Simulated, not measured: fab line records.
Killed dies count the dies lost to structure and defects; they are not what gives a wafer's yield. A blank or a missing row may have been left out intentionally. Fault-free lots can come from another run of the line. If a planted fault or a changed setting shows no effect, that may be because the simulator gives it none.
Struck lot and sound lot, side by side	flow sky130	14 steps out of a route of 708
Sound: the wafers L600.1, L600.2, L600.3. Struck: wafer L597.3. The cause is given at the end.
Per side, at each step with rows, come the tool, then ch with its chambers, and then its first start. Under that, the readings that differ: sound wafers	struck wafers	difference of the means	sigmas: that difference in standard deviations of wafers without a fault.
alike: a reading whose means differ by less than 2 such deviations, as well as words and numbers matching on both sides. not compared: withheld readings; readings where some wafer has no value; bounds like >300 that might hide an equal value; numbers whose values overlap and for which the record gives no deviation.
Wherever a step has rows on one side only, a row that says differs or no value, or a row with sigmas, the two part there. Non-overlapping numbers with no deviation appear without sigmas and do not part them. Lack of a reading on every wafer of one side parts them only where that side has two or more wafers.

first, 7 steps without rows for these wafers: SKY_CONTACT_HMDS_07 (prime time 60 s); SKY_CONTACT_COAT_08 (resist thk 60 nm); SKY_CONTACT_COAT_09 (resist thk 450 nm); SKY_CONTACT_SOFTBAKE_10 (time 90 s); SKY_CONTACT_EXPOSE_11 (exposes mask CTM1, target cd 170 nm); SKY_CONTACT_PEB_12; SKY_CONTACT_DEVELOP_13 (develop time 60 s).
SKY_CONTACT_CD_MEAS_14: target cd 170 nm.
  struck on cdSem-01, day 35 11:46; sound on cdSem-01, day 36 10:04
  alike: cdNm
SKY_CONTACT_OVL_MEAS_15:
  struck on overlay-02, day 35 11:51; sound on overlay-01, day 36 10:11
  alike: CONTACT_OVL
SKY_CONTACT_ETCH_16: etches BARC in N2/H2, stops on SiO2, time 45.9 s, target depth 60 nm.
  sound on rieDiel-04 ch 1,2,3, day 36 10:13; struck on rieDiel-01 ch 1, day 35 11:52
  alike: drypumpMotorCurrentA, oesProductAu, throttleValvePct
  not compared: rfHoursCounterH
SKY_CONTACT_ETCH_17: etches SiO2 in C4F8/O2/Ar, stops on Si3N4, target depth 340 nm.
  sound on rieDiel-04 ch 1,2,3, day 36 10:16; struck on rieDiel-01 ch 1, day 35 11:55
  alike: oesProductAu
SKY_CONTACT_ETCH_18: etches Si3N4 in CHF3/O2, stops on TiN, time 39 s, target depth 75 nm.
  sound on rieDiel-04 ch 1,2,3; struck on rieDiel-01 ch 1
  alike: O2_flow_sccm, chf3FlowSccm, drypumpMotorCurrentA, oesProductAu, throttleValvePct
  not compared: rfHoursCounterH
SKY_CONTACT_STRIP_19: strips in O2/N2.
  sound on plasmaAsher-01 ch 0,1, day 36 10:21; struck on plasmaAsher-03 ch 0, day 35 12:02
reading	sound	struck	difference	sigmas
stripTimeToEndpointS (s)	3.566 3.559 3.643	3.747	+0.158	+6
  alike: drypumpMotorCurrentA, oesProductAu
  not compared: rfHoursCounterH
then, 1 step without rows for these wafers: SKY_CONTACT_STRIP_20 (strips in post etch residue remover, time 1200 s).

WHERE THEY PART
SKY_CONTACT_STRIP_19 only, going by this record.

WHY: what the simulator had put in
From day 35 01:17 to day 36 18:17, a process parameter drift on plasmaAsher-03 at SKY_CONTACT_STRIP_19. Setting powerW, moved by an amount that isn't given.
